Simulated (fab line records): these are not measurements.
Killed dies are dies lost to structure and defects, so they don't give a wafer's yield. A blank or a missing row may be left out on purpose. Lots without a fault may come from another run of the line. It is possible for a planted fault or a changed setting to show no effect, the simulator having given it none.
The same fault as seen by 2 desks	flow sky130	each desk has only its own numbers; what lay behind them comes last

THE TOOL OWNER'S DESK: rie-diel-01
The tool's own readings at SKY_POLY_GATE_ETCH_16 (etches Si3N4 in CH3F/O2, stops on poly-Si, time 147.5 s, target depth 75 nm): means of the sampled wafers that have a number, for each lot that ran on this tool. A lot is out of limits, marked OUT, if its mean lies more than 4 standard deviations from the usual mean; the brackets give that distance.
Columns: A = ch3f-flow-sccm at SKY_POLY_GATE_ETCH_16, usual 39.98 sccm; B = drypump-motor-current-A at SKY_POLY_GATE_ETCH_16, usual 5.5 A; C = oes-product-au at SKY_POLY_GATE_ETCH_16, usual 0.640 a.u.; D = rf-fwd-power-W at SKY_POLY_GATE_ETCH_16, usual 398.4 W; E = throttle-valve-pct at SKY_POLY_GATE_ETCH_16, usual 10.535 %
lot	first seen here	A	B	C	D	E
L564	day 18 03:36	39.84	5.4	0.638	397.4	10.531
L566	day 19 07:50	39.96	5.4	0.642	334.7 (-46) OUT	10.527
L567	day 19 14:02	39.89	5.5	0.638	333.9 (-46) OUT	10.538
L581	day 24 07:21	39.95	5.4	0.639	398.0	10.529
Finding of this desk: L566, L567 out of limits; the first was L566 at day 19 07:50, on rf-fwd-power-W at SKY_POLY_GATE_ETCH_16. Within limits: L564, L581.

METROLOGY DESK
Means of the sampled wafers that have a number, per lot and without regard to the tool the lot ran on: this is what the gauges read. A lot is out of limits, marked OUT, if its mean lies more than 4 standard deviations from the usual mean; the brackets give that distance.
Columns: A = INCOMING_BOW at SKY_FIELD_ISO_BOW_MEAS_00, usual 0 um; B = cd-nm at SKY_METAL1_CD_MEAS_15, usual 140.0 nm
lot	first seen here	A	B
L559	day 1 10:00	2	140.6
L560	day 1 15:01	0	139.4
L561	day 1 20:01	3	140.9
L564	day 2 11:02	-5	139.4
L565	day 2 16:00	-0	139.5
L566	day 2 21:01	3	140.7
L567	day 3 02:01	6	139.3
L573	day 4 08:04	4	138.2
L576	day 4 23:04	1	140.8
L580	day 5 19:00	1	140.3
L581	day 6 00:01	-6	139.6
This desk found nothing out of limits on any of the 11 lots.

PUT TOGETHER
On L566, L567, at day 19 07:50, an alarm was possible from the tool owner's desk.
From the metrology desk's view, nothing was out of limits.
The metrology desk has L566, L567 on record, within its limits.
SKY_POLY_GATE_ETCH_16 was run on rie-diel-01 by each of the lots named.

WHAT THE SIMULATOR HAD INSERTED
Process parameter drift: rie-diel-01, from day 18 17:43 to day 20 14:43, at SKY_POLY_GATE_ETCH_16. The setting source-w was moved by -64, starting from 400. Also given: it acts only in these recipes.
Lots struck among those shown: L566, L567.
Hours from the fault's start to each desk's first reading out of limits: the tool owner's desk, 14.
